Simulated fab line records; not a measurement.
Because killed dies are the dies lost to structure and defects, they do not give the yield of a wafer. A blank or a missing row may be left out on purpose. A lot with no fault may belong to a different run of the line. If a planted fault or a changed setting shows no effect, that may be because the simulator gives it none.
2 desks looking at one fault + flow gf180mcu + only its own numbers are on each desk; what lay behind them is given at the end

## THE METROLOGY DESK
What the gauges read for every lot (on any tool): the sampled wafers with a number, averaged. The brackets show how far a lot's mean lies from the usual mean; more than 4 standard deviations puts the lot out of limits, marked OUT.
Columns: A = HV_LDD_CVD_56_THK at GF_HV_LDD_THK_MEAS_57, usual 89.8 nm; B = NSD_RS at GF_PSD_RS_MEAS_14, usual 46.16 ohm/sq; C = PSD_RS at GF_PSD_RS_MEAS_15, usual 108.6 ohm/sq; D = CONTACT_CVD_02_THK at GF_CONTACT_THK_MEAS_03, usual 862 nm
| lot  | first seen here | A    | B               | C                | D   |
|------|-----------------|------|-----------------|------------------|-----|
| L245 | day 12 15:50    | 91.9 | 46.09           | 108.3            | 871 |
| L247 | day 13 02:35    | 89.0 | 46.15           | 108.6            | 860 |
| L248 | day 13 17:52    | 91.0 | 46.11           | 108.2            | 880 |
| L251 | day 14 16:43    | 90.3 | 46.21           | 108.6            | 861 |
| L253 | day 15 05:55    | 88.8 | 46.07           | 108.6            | 869 |
| L252 | day 15 06:53    | 88.9 | 46.22           | 108.8            | 864 |
| L260 | day 17 13:03    | 89.2 | 44.84 (-13) OUT | 105.8 (-9.3) OUT | 848 |
| L261 | day 17 16:21    | 89.5 | 43.84 (-24) OUT | 104.0 (-15) OUT  | 854 |
| L262 | day 18 03:27    | 89.1 | 46.35           | 109.2            | 863 |
| L264 | day 19 00:06    | 89.2 | 46.20           | 108.8            | 863 |
| L267 | day 19 21:02    | 88.6 | 46.13           | 108.4            | 861 |
| L268 | day 20 06:16    | 90.6 | 46.16           | 108.5            | 863 |
This desk's finding: out of limits on L260, L261; first on L260, day 19 14:14 (NSD_RS at GF_PSD_RS_MEAS_14). L245, L247, L248, L251, L253, L252, L262, L264, L267, L268 stayed within limits.

## AT THE TOOL OWNER'S DESK: rtp-anneal-02
Per lot that ran on this tool, the mean of the sampled wafers carrying a number, from the tool's own readings at GF_PSD_RTA_13 (time 20 s). The brackets show how far a lot's mean lies from the usual mean; more than 4 standard deviations puts the lot out of limits, marked OUT.
Columns: A = chamber-o2-ppm at GF_PSD_RTA_13, usual 1.999; B = lamp-power-pct at GF_PSD_RTA_13, usual 41 %; C = run-length-s at GF_PSD_RTA_13, usual 48.8 s; D = wafer_temp_C_max at GF_PSD_RTA_13, usual 1029.7
| lot  | first seen here | A     | B  | C               | D      |
|------|-----------------|-------|----|-----------------|--------|
| L247 | day 14 20:30    | 1.996 | 38 | 48.6            | 1030.9 |
| L252 | day 17 04:01    | 1.996 | 38 | 48.6            | 1029.8 |
| L260 | day 19 14:09    | 1.988 | 38 | 54.8 (+9.3) OUT | 1030.5 |
| L261 | day 19 17:00    | 2.002 | 38 | 60.6 (+19) OUT  | 1031.0 |
This desk's finding: out of limits on L260, L261; first on L260, day 19 14:09 (run-length-s at GF_PSD_RTA_13). L247, L252 stayed within limits.

## ALL TOGETHER
An alarm could have come from the tool owner's desk at day 19 14:09, on L260, L261.
Metrology desk: alarm possible at day 19 14:14 on L260, L261.
All the named lots went through GF_PSD_RTA_13 on rtp-anneal-02.

## WHAT THE SIMULATOR HAD PUT IN
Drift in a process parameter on rtp-anneal-02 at GF_PSD_RTA_13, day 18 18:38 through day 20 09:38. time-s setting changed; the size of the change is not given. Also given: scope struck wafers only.
Lots struck among those shown: L260, L261.
Counting hours from when the fault started, the first reading out of limits came at 20 for the tool owner's desk and at 20 for the metrology desk.
